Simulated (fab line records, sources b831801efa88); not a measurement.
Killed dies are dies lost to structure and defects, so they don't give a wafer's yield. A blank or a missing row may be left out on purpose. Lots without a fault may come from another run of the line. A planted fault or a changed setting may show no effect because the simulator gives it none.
fab line records | flow sky130
record lots=14 wafers=40 last_day=50
route steps=708 shown FIELD_ISO@24 NWELL@77 PWDE@84 VT_ADJUST_HVTP@93 PAD_OPEN@708
lots that met no fault: from a run of the same line without faults
start_h: hours from the record's first day to the start of the lot's first wafer shown | wait_h: hours since the lot's step before | " the same as in the row above | L1.1+2: a row that stands for several wafers | - no value, or no start given | * or withheld: withheld | < > ~ a bound
route shown NAME@n: a module of which the file shows steps, and the number in the route of the first | usual: mean/standard deviation of fault-free wafers | same: alike in all rows | chamber/n: place in a boat | sites: the reading at each site | _std_site: their standard deviation | _edge_site: outer sites' mean less inner sites' | radius_mm: how far each site lies from the wafer's centre | mask NAME#n: copy n | behind: the tool/chamber that last shaped the wafer | hold: why the lot was held/for how many hours/how that ended | device: the transistor (n, p or np) that didn't switch | end of line: the same wafers' tests at the end of the route | a step without rows: its recipe alone | killed: dies lost to structure and defects at the first sort, not the wafer's yield | map: a wafer's dies, x killed, . not, _ none there
set.NAME: the setting as run; set.NAME@STEP: as run at that earlier step | model.NAME: the simulator's own value behind a step, which no gauge read
steps of the route over a sample of lots; a table a step, a row a wafer
services: from which hour (start_h, from the record's first day; less than 0 if before it) a tool's chamber was out of use, for how many hours, and why
## steps
# step SKY_FIELD_ISO_THK_MEAS_23
# recipe reads=SiO2_of_FIELD_ISO_OXIDATION_22
# usual FIELD_ISO_OXIDATION_01_THK=9.99/0.2
# columns lot.wafer tool chamber start_h wait_h FIELD_ISO_OXIDATION_01_THK[nm]
L665.1 film_metro-03 - 30.33 0.0 9.69
L665.3 " - " " 9.64
L665.6 " - " " 9.65
L666.2 film_metro-03 - 36.37 0.0 10.09
L666.3 " - " " 10.08
L666.6 " - " " 10.05
L668.2 film_metro-02 - 47.35 0.0 9.68
L668.3 " - " " 10.03
L668.4 " - " " 9.75
L669.1 film_metro-04 - 52.92 0.0 10.42
L669.5 " - " " 10.26
L669.6 " - " " 10.44
L670.2 film_metro-02 - 58.26 0.0 9.70
L670.3 " - " " 9.68
L670.4 " - " " 9.84
L671.1 film_metro-02 - 62.74 0.0 9.69
L671.2 " - " " 9.67
L671.3 " - " " 9.77
L672.2 film_metro-03 - 68.31 0.0 9.70
L672.4 " - " " 9.86
L672.6 " - " " 9.97
L674.1 film_metro-03 - 79.08 0.0 9.90
L674.4 " - " " 9.91
L675.3 film_metro-02 - 84.61 0.0 10.10
L675.4 " - " " 10.02
L675.5 " - " " 10.07
L680.3 film_metro-04 - 109.75 0.0 10.05
L680.6 " - " " 9.87
L681.1 film_metro-04 - 115.87 0.0 10.36
L681.2 " - " " 10.36
L681.4 " - " " 10.32
L682.2 film_metro-04 - 121.20 0.0 9.93
L682.4 " - " " 10.05
L682.6 " - " " 9.99
L683.1 film_metro-02 - 126.45 0.0 9.82
L683.3 " - " " 9.86
L683.6 " - " " 9.72
L688.2 film_metro-03 - 150.88 0.0 10.35
L688.3 " - " " 10.08
L688.4 " - " " 10.17
# step SKY_NWELL_IMPLANT_24
# recipe species=B energy_kev=140 dose_cm2=9.2e+12 tilt_deg=withheld
# usual beam_energy_keV=140.00/0.041 beam_on_s=10.00/0.22 faraday_current_uA=51.9/1.1
# columns lot.wafer tool chamber start_h wait_h beam_energy_keV beam_on_s faraday_current_uA
L665.1 implanter-01 0 104.06 0.0 140.00 10.38 50.0
L665.3 " 0 " " 139.99 10.11 51.3
L665.6 " 0 " " 139.98 9.78 52.9
L666.2 implanter-02 0 114.81 0.0 140.03 9.99 52.0
L666.3 " 0 " " 140.01 9.84 52.6
L666.6 " 0 " " 140.08 10.33 50.2
L668.2 implanter-03 0 125.29 0.0 140.01 9.51 54.5
L668.3 " 0 " " 140.01 9.81 52.8
L668.4 " 0 " " 140.06 9.91 52.4
L669.1 implanter-03 0 130.71 0.0 140.05 9.98 52.0
L669.5 " 0 " " 140.05 9.90 52.2
L669.6 " 0 " " 140.07 10.39 49.8
L670.2 implanter-03 0 138.87 0.0 140.00 10.05 51.7
L670.3 " 0 " " 140.02 10.13 51.6
L670.4 " 0 " " 140.06 9.91 52.2
L671.1 implanter-02 0 143.39 0.0 139.97 10.14 51.2
L671.2 " 0 " " 139.95 10.08 51.5
L671.3 " 0 " " 140.04 9.85 52.6
L672.2 implanter-01 0 149.84 0.0 140.01 9.56 54.2
L672.4 " 0 " " 140.02 9.90 52.4
L672.6 " 0 " " 140.04 9.71 53.7
L674.1 implanter-03 0 160.49 0.0 139.99 8.37 61.7
L674.4 " 0 " " 139.92 9.61 54.1
L675.3 implanter-03 0 168.59 0.1 140.03 8.18 63.2
L675.4 " 0 " " 140.03 10.11 51.5
L675.5 " 0 " " 140.01 10.22 50.8
L680.3 implanter-03 0 195.39 0.1 140.05 8.40 61.6
L680.6 " 0 " " 139.99 10.30 50.4
L681.1 implanter-02 0 202.49 0.0 139.97 9.79 52.9
L681.2 " 0 " " 139.99 9.89 52.8
L681.4 " 0 " " 139.90 10.06 51.7
L682.2 implanter-02 0 207.57 0.0 139.94 9.71 53.4
L682.4 " 0 " " 140.00 9.78 53.0
L682.6 " 0 " " 139.96 10.33 49.9
L683.1 implanter-02 0 216.48 0.0 140.01 10.21 51.0
L683.3 " 0 " " 139.92 10.23 50.8
L683.6 " 0 " " 140.00 9.96 52.1
L688.2 implanter-02 0 242.89 0.0 139.95 9.81 52.8
L688.3 " 0 " " 139.98 9.81 52.9
L688.4 " 0 " " 139.97 10.05 51.7
# step SKY_NWELL_TW_MEAS_26
# usual NWELL_2_TW=497/3.6
# columns lot.wafer tool chamber start_h wait_h NWELL_2_TW
L665.1 film_metro-03 - 104.31 0.1 491
L665.3 " - " " 491
L665.6 " - " " 490
L666.2 film_metro-02 - 115.04 0.1 499
L666.3 " - " " 498
L666.6 " - " " 498
L668.2 film_metro-01 - 125.52 0.1 494
L668.3 " - " " 496
L668.4 " - " " 499
L669.1 film_metro-03 - 130.96 0.1 492
L669.5 " - " " 493
L669.6 " - " " 494
L670.2 film_metro-02 - 139.10 0.1 500
L670.3 " - " " 500
L670.4 " - " " 497
L671.1 film_metro-03 - 143.64 0.1 493
L671.2 " - " " 493
L671.3 " - " " 491
L672.2 film_metro-01 - 150.07 0.1 498
L672.4 " - " " 498
L672.6 " - " " 499
L674.1 film_metro-02 - 160.74 0.1 473
L674.4 " - " " 498
L675.3 film_metro-03 - 168.81 0.1 467
L675.4 " - " " 494
L675.5 " - " " 491
L680.3 film_metro-01 - 195.61 0.1 471
L680.6 " - " " 497
L681.1 film_metro-02 - 202.74 0.1 498
L681.2 " - " " 496
L681.4 " - " " 498
L682.2 film_metro-01 - 207.80 0.1 499
L682.4 " - " " 498
L682.6 " - " " 497
L683.1 film_metro-02 - 216.73 0.1 498
L683.3 " - " " 497
L683.6 " - " " 501
L688.2 film_metro-01 - 243.12 0.1 497
L688.3 " - " " 496
L688.4 " - " " 494
# step SKY_NWELL_RS_MEAS_31
# recipe thk_meas_gauge=four-point-probe
# usual PWDE_RS=5270/17
# columns lot.wafer tool chamber start_h wait_h PWDE_RS[ohm/sq]
L665.1 film_metro-01 - 104.77 0.1 5262
L665.3 " - " " 5262
L665.6 " - " " 5246
L666.2 film_metro-01 - 115.51 0.1 5309
L666.3 " - " " 5310
L666.6 " - " " 5313
L668.2 film_metro-03 - 125.99 0.1 5281
L668.3 " - " " 5265
L668.4 " - " " 5279
L669.1 film_metro-02 - 131.42 0.1 5261
L669.5 " - " " 5241
L669.6 " - " " 5240
L670.2 film_metro-01 - 139.56 0.1 5305
L670.3 " - " " 5288
L670.4 " - " " 5299
L671.1 film_metro-01 - 144.09 0.1 5263
L671.2 " - " " 5257
L671.3 " - " " 5272
L672.2 film_metro-02 - 150.54 0.1 5274
L672.4 " - " " 5266
L672.6 " - " " 5262
L674.1 film_metro-02 - 161.19 0.1 5274
L674.4 " - " " 5284
L675.3 film_metro-01 - 169.29 0.1 5259
L675.4 " - " " 5260
L675.5 " - " " 5228
L680.3 film_metro-03 - 196.08 0.1 5246
L680.6 " - " " 5270
L681.1 film_metro-03 - 203.20 0.1 5257
L681.2 " - " " 5219
L681.4 " - " " 5254
L682.2 film_metro-03 - 208.27 0.1 5262
L682.4 " - " " 5251
L682.6 " - " " 5279
L683.1 film_metro-01 - 217.18 0.1 5258
L683.3 " - " " 5259
L683.6 " - " " 5256
L688.2 film_metro-01 - 243.58 0.1 5291
L688.3 " - " " 5279
L688.4 " - " " 5269
# step SKY_VT_ADJUST_HVTP_OVL_MEAS_08
# usual VT_ADJUST_HVTP_OVL=0.5/1.4
# columns lot.wafer tool chamber start_h wait_h VT_ADJUST_HVTP_OVL[nm]
L665.1 overlay-02 - 124.13 0.1 0.7
L665.3 " - " " 0.9
L665.6 " - " " 1.0
L666.2 overlay-01 - 134.88 0.1 0.3
L666.3 " - " " 1.6
L666.6 " - " " -0.4
L668.2 overlay-02 - 145.34 0.1 1.8
L668.3 " - " " 2.5
L668.4 " - " " 2.9
L669.1 overlay-02 - 150.98 0.1 -0.4
L669.5 " - " " 0.7
L669.6 " - " " 0.6
L670.2 overlay-01 - 159.19 0.1 0.5
L670.3 " - " " 1.8
L670.4 " - " " 0.5
L671.1 overlay-02 - 164.38 0.1 2.8
L671.2 " - " " 1.2
L671.3 " - " " 0.4
L672.2 overlay-02 - 171.05 0.1 1.2
L672.4 " - " " 1.9
L672.6 " - " " 0.9
L674.1 overlay-01 - 182.53 0.1 1.4
L674.4 " - " " 0.2
L675.3 overlay-02 - 190.39 0.1 -1.5
L675.4 " - " " 0.4
L675.5 " - " " 1.5
L680.3 overlay-01 - 218.56 0.1 -1.3
L680.6 " - " " 0.4
L681.1 overlay-01 - 226.04 0.1 1.6
L681.2 " - " " 2.9
L681.4 " - " " -0.1
L682.2 overlay-02 - 231.00 0.1 -0.7
L682.4 " - " " -1.3
L682.6 " - " " 0.9
L683.1 overlay-02 - 240.15 0.1 1.2
L683.3 " - " " 2.6
L683.6 " - " " -1.2
L688.2 overlay-01 - 265.65 0.1 -1.0
L688.3 " - " " 1.3
L688.4 " - " " -0.9
# step SKY_PAD_OPEN_PROBE_99
# usual killed_at_M0_to_M3=43/6.7 killed_at_M4_up=3.2/2.1 killed_at_contacts=25/5.9 killed_at_front_end=16/4.7 killed_at_other=0.3/0.54 killed_dies=87/9.8 killed_open=47/6.7 killed_short=40/6.5
# same gross_dies=492 killed_at_back_side=0
# columns lot.wafer tool chamber start_h wait_h killed_at_M0_to_M3 killed_at_M4_up killed_at_contacts killed_at_front_end killed_at_other killed_dies killed_open killed_short
L675.3 prober-02 - 1145.23 0.2 48 5 29 11 1 94 54 39
L680.3 prober-01 - 1166.43 0.2 36 5 30 12 0 83 43 39
L680.6 prober-01 - 1166.58 0.2 52 2 27 15 0 96 55 41
# killed by level:class
L675.3 LI_CONTACT:geometric_particle:open=10 CONTACT:geometric_particle:open=10 VIA1:geometric_particle:open=9 VIA2:geometric_particle:open=8 CONTACT:geometric_particle:short=7 VIA1:geometric_particle:short=6 FIELD_ISO:geometric_particle:open=5 VIA3:geometric_particle:open=5
L680.3 CONTACT:geometric_particle:open=11 LI_CONTACT:geometric_particle:open=8 VIA1:geometric_particle:open=8 METAL2:geometric_particle:short=7 METAL1:geometric_particle:short=6 LI_CONTACT:geometric_particle:short=4 VIA2:geometric_particle:open=4 VIA1:geometric_particle:short=4
L680.6 VIA1:geometric_particle:open=15 CONTACT:geometric_particle:open=10 VIA3:geometric_particle:open=10 VIA2:geometric_particle:open=8 POLY_GATE:geometric_particle:short=6 CONTACT:geometric_particle:short=6 LOCAL_INTERCONNECT:geometric_particle:short=4 VIA3:geometric_particle:short=4
## services
# columns tool chamber start_h hours kind
implanter-01 - 134.44 6.7 repair
implanter-01 - 167.12 2.8 pm
implanter-02 - 169.09 3.4 pm
implanter-01 - 197.61 2.2 pm
implanter-02 - 238.41 2.7 repair
## key
first_sign step=SKY_NWELL_IMPLANT_24 reading=faraday_current_uA direction=up sigmas=9 usual=51.9 struck=62.2
effect step=SKY_NWELL_IMPLANT_24 reading=beam_on_s direction=down sigmas=7.7 usual=10.00 struck=8.32
effect step=SKY_NWELL_TW_MEAS_26 reading=NWELL_2_TW direction=down sigmas=7.4 usual=497 struck=470
met_at SKY_NWELL_IMPLANT_24
struck_lots L674,L675,L680
struck_wafers L674.1,L675.3,L680.3
tester_left_out L674,L675,L680
not_acting_at SKY_FIELD_ISO_THK_MEAS_23,SKY_NWELL_RS_MEAS_31,SKY_VT_ADJUST_HVTP_OVL_MEAS_08
onset_between 138.87 160.49
fault kind=process_parameter_drift tool=implanter-03 chamber=- onset_h=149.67 steps=SKY_NWELL_IMPLANT_24 channel=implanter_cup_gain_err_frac offset=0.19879 shape=step end_h=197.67 scope=struck_wafers_only
# tester_left_out: of these lots the tester's yield and bins aren't shown, on N5 and GAA mostly nor the transistor test; their killed dies are dies lost to structure and defects alone, not to doping, threshold or leakage, so they don't give the yield
